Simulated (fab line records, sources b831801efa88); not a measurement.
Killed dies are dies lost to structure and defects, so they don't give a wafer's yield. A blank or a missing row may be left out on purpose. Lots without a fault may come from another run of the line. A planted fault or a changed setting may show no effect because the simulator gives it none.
One fault seen from 2 desks | flow sky130 | each desk has only its own numbers; what lay behind them comes last

THE METROLOGY DESK
What the gauges read, lot by lot, whatever tool the lot ran on: means of the sampled wafers that have a number. A lot is out of limits, marked OUT, if its mean lies more than 4 standard deviations from the usual mean; the brackets give that distance.
Columns: A = cd_nm at SKY_SONOS_ONO_CD_MEAS_13, usual 409.2 nm; B = SONOS_ONO_OVL at SKY_SONOS_ONO_OVL_MEAS_14, usual 0.1 nm
lot  | first seen here | A     | B
L361 | day 12 13:03    | 408.5 | 1.3
L362 | day 12 22:44    | 406.8 | 0.1
L364 | day 13 14:49    | 406.9 | -0.2
L365 | day 13 22:14    | 410.4 | -1.7
L366 | day 14 11:26    | 409.6 | 0.5
L369 | day 15 22:12    | 409.2 | -0.2
L368 | day 15 22:26    | 411.0 | 2.4
L370 | day 15 22:46    | 410.9 | 0.4
L371 | day 16 01:40    | 411.0 | -0.8
L373 | day 16 21:26    | 411.5 | 0.3
L375 | day 17 07:20    | 408.3 | 0.0
L379 | day 18 13:51    | 407.8 | 1.4
L380 | day 19 02:09    | 408.4 | -0.5
L381 | day 19 15:35    | 406.6 | -0.2
This desk's finding: nothing out of limits on any of the 14 lots.

THE TOOL OWNER'S DESK: litho_track-04
The tool's own readings at SKY_POLY_GATE_PEB_11: means of the sampled wafers that have a number, for each lot that ran on this tool. A lot is out of limits, marked OUT, if its mean lies more than 4 standard deviations from the usual mean; the brackets give that distance.
Columns: A = exhaust_pa at SKY_POLY_GATE_PEB_11, usual 44.9 Pa
lot  | first seen here | A
L364 | day 17 08:00    | 43.8
L365 | day 17 19:00    | 45.1
L366 | day 18 09:00    | 45.1
L370 | day 20 05:00    | 44.1
This desk's finding: nothing out of limits on any of the 4 lots.

PUT TOGETHER
The metrology desk saw nothing out of limits.
The tool owner's desk saw nothing out of limits.

WHAT THE SIMULATOR HAD PUT IN
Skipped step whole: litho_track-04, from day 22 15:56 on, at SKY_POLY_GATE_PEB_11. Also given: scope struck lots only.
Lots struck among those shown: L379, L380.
